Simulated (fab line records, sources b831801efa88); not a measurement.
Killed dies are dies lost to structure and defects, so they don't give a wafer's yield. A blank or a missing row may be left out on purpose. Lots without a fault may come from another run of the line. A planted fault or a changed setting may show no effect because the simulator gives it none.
One fault seen from 2 desks | flow gf180mcu | each desk has only its own numbers; what lay behind them comes last

THE METROLOGY DESK
What the gauges read, lot by lot, whatever tool the lot ran on: means of the sampled wafers that have a number. A lot is out of limits, marked OUT, if its mean lies more than 4 standard deviations from the usual mean; the brackets give that distance.
Columns: A = V2_OVL at GF_V2_OVL_MEAS_15, usual -2 nm; B = V2_W_RS at GF_V2_RS_MEAS_24, usual 0.327 ohm/sq; C = V2_W_THK at GF_V2_THK_MEAS_25, usual 347 nm
lot  | first seen here | A   | B               | C
L311 | day 20 08:54    | -8  | 0.327           | 349
L312 | day 20 18:33    | 0   | 0.330           | 344
L314 | day 21 13:35    | 2   | 0.330           | 344
L316 | day 22 12:54    | -12 | 0.326           | 349
L317 | day 22 15:50    | 2   | 0.325           | 351
L318 | day 23 00:45    | 1   | 0.325           | 348
L319 | day 23 07:36    | -1  | 0.326           | 357
L328 | day 26 13:27    | 3   | 0.245 (-17) OUT | 464 (+19) OUT
L329 | day 27 02:32    | 2   | 0.325           | 354
L330 | day 27 02:52    | -11 | 0.250 (-16) OUT | 451 (+17) OUT
L331 | day 27 07:45    | -8  | 0.328           | 344
This desk's finding: out of limits on L328, L330; first on L328, day 26 14:22 (V2_W_RS at GF_V2_RS_MEAS_24). In limits: L311, L312, L314, L316, L317, L318, L319, L329, L331.

THE TOOL OWNER'S DESK: cvd_w-01
The tool's own readings at GF_V2_CVD_23 (deposits W, target thk 350 nm, time 104.94 s): means of the sampled wafers that have a number, for each lot that ran on this tool. A lot is out of limits, marked OUT, if its mean lies more than 4 standard deviations from the usual mean; the brackets give that distance.
Columns: A = heater_power_w at GF_V2_CVD_23, usual 819 W; B = susceptor_temp_C at GF_V2_CVD_23, usual 400.00 C
lot  | first seen here | A   | B
L311 | day 20 09:41    | 741 | 399.90
L312 | day 20 19:22    | 732 | 399.92
L314 | day 21 14:28    | 730 | 400.18
L316 | day 22 13:44    | 768 | 400.06
L318 | day 23 01:33    | 728 | 399.80
L328 | day 26 14:15    | 804 | 415.79 (+83) OUT
L330 | day 27 03:41    | 800 | 415.95 (+84) OUT
This desk's finding: out of limits on L328, L330; first on L328, day 26 14:15 (susceptor_temp_C at GF_V2_CVD_23). In limits: L311, L312, L314, L316, L318.

PUT TOGETHER
The tool owner's desk could have raised an alarm at day 26 14:15, on L328, L330.
The metrology desk could have raised an alarm at day 26 14:22, on L328, L330.
Of the lots named, all ran GF_V2_CVD_23 on cvd_w-01.

WHAT THE SIMULATOR HAD PUT IN
Process parameter drift: cvd_w-01, from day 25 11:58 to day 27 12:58, at GF_V2_CVD_23. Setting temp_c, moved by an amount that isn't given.
Lots struck among those shown: L328, L330.
Hours from the fault's start to each desk's first reading out of limits: the tool owner's desk, 26; the metrology desk, 26.
